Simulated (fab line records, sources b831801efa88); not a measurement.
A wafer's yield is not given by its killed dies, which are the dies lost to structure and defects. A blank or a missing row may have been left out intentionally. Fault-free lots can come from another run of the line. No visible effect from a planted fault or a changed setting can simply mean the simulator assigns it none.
Problem report in the 8D (eight disciplines) form, filled by code ; flow gf180mcu ; the parts of the form that need people (team, actions taken, sign-off) are left out

1. WHAT IS WRONG
Wafers free of any fault read 556 (standard deviation 3.4) for LVPWELL_TW at GF_LVPWELL_TW_MEAS_11, against a mean of 532 on 9 wafers of 3 lots. That puts it -7.1 standard deviations away from the usual mean.
Seen first at day 8 13:04 on film-metro-02, wafer L876.2. The record holds 33 wafers of 11 lots with a number at this step. By rule, "out" or "out of limits" means more than 4 standard deviations away from the usual mean. The rest of the wafers with a number are treated as sound.

2. WHAT THIS IS AND IS NOT
question;is;is not
which readings at this step;LVPWELL_TW;-
which lots;L876, L877, L878;L857, L859, L860, L863, L864, L866, L868, L869
which wafers of those lots;all that have a number;-
read on which gauges;film-metro-01, film-metro-02;film-metro-04
when;from day 8 13:04;up to then (24 sound wafers)

3. WHAT RULES OUT EACH SUSPECT
Counting: a tool stays on the suspect list if, at a process step up to the reading, it processed all lots that are out and no sound lot following the first of them.
- ruled out: the gauge at GF_LVPWELL_TW_MEAS_11. The wafers that are out were read on 2 gauges (film-metro-01, film-metro-02).
- implanter-01 at GF_LVPWELL_IMPLANT_08: kept. Every lot that is out went through it, starting with L876 (day 8 12:41), and after that it ran no sound lot; the last sound lot it ran before then is L869 (day 6 23:08). On those wafers its own readings are out: dose-ions-cm2, faraday-current-uA.
After counting, what remains is implanter-01 at GF_LVPWELL_IMPLANT_08.

4. THE CAUSE (what the simulator had put in)
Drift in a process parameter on implanter-01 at GF_LVPWELL_IMPLANT_08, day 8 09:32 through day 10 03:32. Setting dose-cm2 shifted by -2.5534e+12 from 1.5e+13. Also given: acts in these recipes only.
After counting, this tool was the only one left.

5. SEQUENCE OF EFFECTS, ordered by route
Rows list readings where the struck wafers' mean (over those with a number) sits beyond 3 standard deviations from the usual. Scope: only readings with a usual standard deviation given in the record; hours: median across lots of the time from each lot's start at the first step in this table that gives one to its start at this step; sigmas: change in usual standard deviations.
hours;step;reading;usual;on struck wafers;change;sigmas
0;GF_LVPWELL_IMPLANT_08;dose-ions-cm2;1.5e+13;1.2e+13;-2.6e+12;-99 or more
0;GF_LVPWELL_IMPLANT_08;faraday-current-uA;84.8;70.7;-14.1;-9.4
0;GF_LVPWELL_TW_MEAS_11;LVPWELL_TW;556;532;-24;-7.1
108;GF_VT_IMPLANT_RS_MEAS_48;LVPWELL_RS;1197 ohm/sq;1315;+118;+37
Its process steps:
- GF_LVPWELL_IMPLANT_08

6. HOW IT WOULD HAVE BEEN CAUGHT EARLIER
In this record the first reading out of limits at a measuring or inspecting step was taken at day 8 13:04, 4 hours after the fault began at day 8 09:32.
The tool's own readings at GF_LVPWELL_IMPLANT_08 were out on every struck wafer that the step has a row for (dose-ions-cm2, faraday-current-uA): an alarm limit on them would have fired on the first of those.
L877, L878, from the lots that are out (3), started GF_LVPWELL_IMPLANT_08 on implanter-01 later than day 8 13:04. A hold on the tool at that time would have spared those 2.
